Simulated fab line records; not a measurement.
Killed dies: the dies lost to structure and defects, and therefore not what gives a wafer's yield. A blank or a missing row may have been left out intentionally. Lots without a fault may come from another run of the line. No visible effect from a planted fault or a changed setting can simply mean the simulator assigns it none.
A struck lot beside a sound one | flow sky130 | 36 steps out of a route of 708
Sound: wafers L814.2, L814.5, L814.6. Wafers L818.3, L818.5, L818.6 were the ones struck. The cause is named last.
At each step with rows: each side's tool, then ch and its chambers, then its first start. Under that, the readings that differ: sound wafers | struck wafers | difference of the means | sigmas: that difference in standard deviations of wafers without a fault.
alike: readings with means less than 2 such deviations apart, plus words and numbers identical on both sides. not compared: withheld readings, readings lacking a value on some wafer, bounds such as >300 that could conceal the same value, and numbers that have no deviation in the record and whose values overlap.
The two part at a step that has a row with sigmas, a row that says differs or no value, or rows on one side only. When numbers do not overlap yet have no deviation, they are printed without sigmas and do not part them. A reading that every wafer of one side lacks parts them only if that side has two wafers or more.

first, 10 steps without rows for these wafers: SKY_GATE_OXIDE_COAT_05 (resist thk 1140 nm); SKY_GATE_OXIDE_SOFTBAKE_06 (time 60 s); SKY_GATE_OXIDE_EXPOSE_07 (exposes mask LVOM, target cd 600 nm); SKY_GATE_OXIDE_PEB_08; SKY_GATE_OXIDE_DEVELOP_09 (develop time 60 s); SKY_GATE_OXIDE_IMPLANT_11; SKY_GATE_OXIDE_WET_ETCH_12 (etches SiO2 in dHF, target depth 16.8 nm, time 336 s); SKY_GATE_OXIDE_STRIP_13 (strips in O2/N2); SKY_GATE_OXIDE_CLEAN_15 (cleans in SC1/SC2, time 150 s); SKY_GATE_OXIDE_OXIDATION_16 (stabilise 600 s, purge 300 s, target thk 3.57 nm).
SKY_POLY_GATE_CVD_00: deposits poly-Si, target thk 180 nm, time 720 s.
  sound on lpcvd-01 ch 0, day 15 20:17; struck on lpcvd-01 ch 0, day 17 02:29
reading                                      | sound             | struck            | difference | sigmas
spikeTcCentreC (C)                           | 621.7 620.7 620.8 | 596.5 596.7 597.7 | -24.1      | -22
spikeTcLowerC (C)                            | 621.0 621.9 622.8 | 623.9 623.8 625.4 | +2.5       | +2
spikeTcUpperC (C)                            | 620.3 621.0 619.8 | 622.6 625.2 622.5 | +3.1       | +3
zonePowerCentrePct (%)                       | 8.82 9.05 9.16    | 4.97 4.95 5.01    | -4.03      | -18
zonePowerLowerPct (%)                        | 9.1 9.2 9.2       | 11.3 11.3 11.3    | +2.1       | +3
zonePowerUpperPct (%)                        | 8.9 9.0 8.9       | 11.2 11.1 10.9    | +2.1       | +5
model.poly-Si_of_POLY_GATE_CVD_00.thkNm (nm) | 179.2 178.8 179.6 | 166.2 155.3 150.2 | -22.0      | 
  alike: pressureMtorr, susceptorTempC
SKY_POLY_GATE_THK_MEAS_01:
  sound on filmMetro-03, day 15 21:29; struck on filmMetro-04, day 17 03:43
reading                   | sound             | struck            | difference | sigmas
POLY_GATE_CVD_00_THK (nm) | 179.3 178.8 179.5 | 166.2 155.4 150.1 | -22.0      | -16
then, 9 steps without rows for these wafers: SKY_RES_PROTECT_DEHYDRATE_00 (time 60 s); SKY_RES_PROTECT_HMDS_01 (prime time 60 s); SKY_RES_PROTECT_COAT_02 (resist thk 1140 nm); SKY_RES_PROTECT_SOFTBAKE_03 (time 60 s); SKY_RES_PROTECT_EXPOSE_04 (exposes mask RPM, target cd 1270 nm); SKY_RES_PROTECT_PEB_05; SKY_RES_PROTECT_DEVELOP_06 (develop time 60 s); SKY_POLY_GATE_IMPLANT_02; SKY_RES_PROTECT_STRIP_07 (strips in O2/N2).
SKY_RES_PROTECT_CLEAN_09: cleans in SC1/SC2, time 150 s.
  sound on wetBench-02 ch 3, day 17 02:25; struck on wetBench-01 ch 1, day 18 08:59
reading                                      | sound             | struck            | difference | sigmas
model.poly-Si_of_POLY_GATE_CVD_00.thkNm (nm) | 178.6 178.2 178.9 | 165.6 154.7 149.5 | -22.0      | 
  alike: bathHeatDutyPct
then, 11 steps without rows for these wafers: SKY_POLY_GATE_CVD_03 (deposits Si3N4 from DCS/NH3, target thk 75 nm, time 1290 s); SKY_POLY_GATE_DEHYDRATE_05 (time 60 s); SKY_POLY_GATE_HMDS_06 (prime time 60 s); SKY_POLY_GATE_COAT_07 (resist thk 110 nm); SKY_POLY_GATE_COAT_08 (resist thk 450 nm); SKY_POLY_GATE_SOFTBAKE_09 (time 90 s); SKY_POLY_GATE_EXPOSE_10 (exposes mask P1M, target cd 150 nm); SKY_POLY_GATE_PEB_11; SKY_POLY_GATE_DEVELOP_12 (develop time 60 s); SKY_POLY_GATE_ETCH_15 (etches BARC in N2/H2, stops on SiO2, time 118.5 s, target depth 110 nm); SKY_POLY_GATE_ETCH_16 (etches Si3N4 in CH3F/O2, stops on poly-Si, time 147.5 s, target depth 75 nm).
SKY_POLY_GATE_ETCH_17: etches poly-Si in HBr/Cl2, stops on SiO2, target depth 180 nm, time 70.5 s.
  sound on rieSi-01 ch 2,3, day 18 10:10; struck on rieSi-01 ch 0,3, day 19 19:05
reading                             | sound             | struck            | difference | sigmas
mfcCl2Sccm (sccm)                   | 50.33 50.18 50.23 | 50.08 49.63 49.84 | -0.40      | -2
oesProductAu (a.u.)                 | 0.980 0.976 0.982 | 0.943 0.902 0.873 | -0.073     | -9
model.etch.depthNm (nm)             | 178.6 178.2 178.9 | 165.6 154.7 149.5 | -22.0      | 
model.POLY_GATE.featureDepthNm (nm) | 178.6 178.2 178.9 | 165.6 154.7 149.5 | -22.0      | 
  alike: chamberPressureMTorr, drypumpMotorCurrentA, heBacksideLeakSccm, rfFwdPowerW, throttleValvePct
  not compared: rfHoursCounterH
then, 1 step without rows for these wafers: SKY_POLY_GATE_STRIP_18 (strips in O2/N2).
-- the record jumps here: 28 days lie between the struck wafers' starts before and after (it left off in module POLY_GATE and takes up again in module PAD_OPEN, whose first step shown is number 708 of the route) --
SKY_PAD_OPEN_PROBE_99:
  sound on prober-01, day 47 07:21; struck on prober-01, day 48 03:45
reading                         | sound             | struck            | difference | sigmas
model.etest.resHighPo.lineOhmUm | 749.1 730.5 747.5 | 795 856.4 866.7   | +97        | 
model.etest.resPoly.lineOhmUm   | 534.5 514 526.8   | 557.6 607.1 617.5 | +69.0      | 
model.etest.resHighPo.rsOhmSq   | 261 257.7 261.6   | 280.1 297.3 303.5 | +33.5      | 
model.etest.resPoly.rsOhmSq     | 48.83 48.03 48.08 | 52.12 55.53 57.24 | +6.65      | 
model.etest.capLiToPoly.cAfUm2  | 98.9 96.54 97.77  | 95.2 94.72 90.01  | -4.4       | 
  alike: killed_at_M0_to_M3, killed_at_M4_up, killedAtContacts, killedAtFrontEnd, killedAtOther, killedDies, killedOpen, killedShort

WHERE THEY PART
Earliest at SKY_POLY_GATE_CVD_00; latest, in this record, at SKY_POLY_GATE_ETCH_17. Later steps at which nothing parts them and some readings are alike: SKY_PAD_OPEN_PROBE_99.

WHY: what had been put in by the simulator
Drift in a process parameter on lpcvd-01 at SKY_POLY_GATE_CVD_00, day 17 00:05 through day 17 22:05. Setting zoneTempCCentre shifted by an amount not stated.
